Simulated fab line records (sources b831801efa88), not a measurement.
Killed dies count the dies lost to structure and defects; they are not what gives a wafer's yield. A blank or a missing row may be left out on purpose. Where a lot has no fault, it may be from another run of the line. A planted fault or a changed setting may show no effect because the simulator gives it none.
Problem report in the 8D (eight disciplines) form, filled by code :: flow gf180mcu :: the parts of the form that need people (team, actions taken, sign-off) are left out

1. PROBLEM STATEMENT
Mean of chamberO2Ppm at GF_SALICIDE_RTA_06: 301.990 across 6 wafers in 2 lots; on wafers with no fault it is 1.996 (standard deviation 0.023). So: +99 or more standard deviations from the usual mean.
The step: time 30 s.
Seen first at day 20 17:00 on rtpAnneal-02, wafer L441.1. Wafers with a number at this step in the record: 42, from 14 lots. Rule for "out" (also "out of limits"): further than 4 standard deviations from the usual mean. All remaining wafers that have a number are taken as sound.

2. WHAT IT IS, AND WHAT IT ISN'T
question: which readings at this step
is: chamberO2Ppm
is not: lampPowerPct, wafer_temp_C_max

question: which lots
is: L441, L443
is not: L426, L427, L428, L429, L430, L431, L434, L436, L437, L438, L448, L449

question: which wafers of those lots
is: all that have a number
is not: -

question: read on which tools
is: rtpAnneal-02
is not: rtpAnneal-01

question: when
is: from day 20 17:00
is not: up to then (30 sound wafers); but 6 sound wafers of L448, L449 came after

3. SUSPECTS, AND WHAT RULES EACH OUT
Counting: a tool stays on the suspect list if, at a process step up to the reading, it processed all lots that are out and no sound lot following the first of them.
- rtpAnneal-02 at GF_SALICIDE_RTA_06 (time 30 s): kept. It processed each lot that is out, first L441 at day 20 17:00, and no sound lot thereafter; up to then, the last sound lot it processed was L437 at day 19 07:54. Its own readings are out on those wafers: chamberO2Ppm.
Remaining after the count: rtpAnneal-02 at GF_SALICIDE_RTA_06.

4. THE CAUSE (what the simulator had put in)
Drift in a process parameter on rtpAnneal-02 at GF_SALICIDE_RTA_06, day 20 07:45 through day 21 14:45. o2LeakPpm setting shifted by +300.
Only this tool survived the counting.

5. SEQUENCE OF EFFECTS, ordered by route
Rows list readings where the struck wafers' mean (over those with a number) sits beyond 3 standard deviations from the usual. Scope: only readings with a usual standard deviation given in the record; hours: median across lots of the time from each lot's start at the first step in this table that gives one to its start at this step; sigmas: change in usual standard deviations.
hours: 0
step: GF_SALICIDE_RTA_06
reading: chamberO2Ppm
usual: 1.996
on struck wafers: 301.990
change: +299.994
sigmas: +99 or more
Process steps it contains:
- GF_SALICIDE_RTA_06: time 30 s.

6. HOW IT WOULD HAVE BEEN CAUGHT EARLIER
First out-of-limits reading in this record: day 20 17:00, which is 9 hours after fault onset at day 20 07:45.
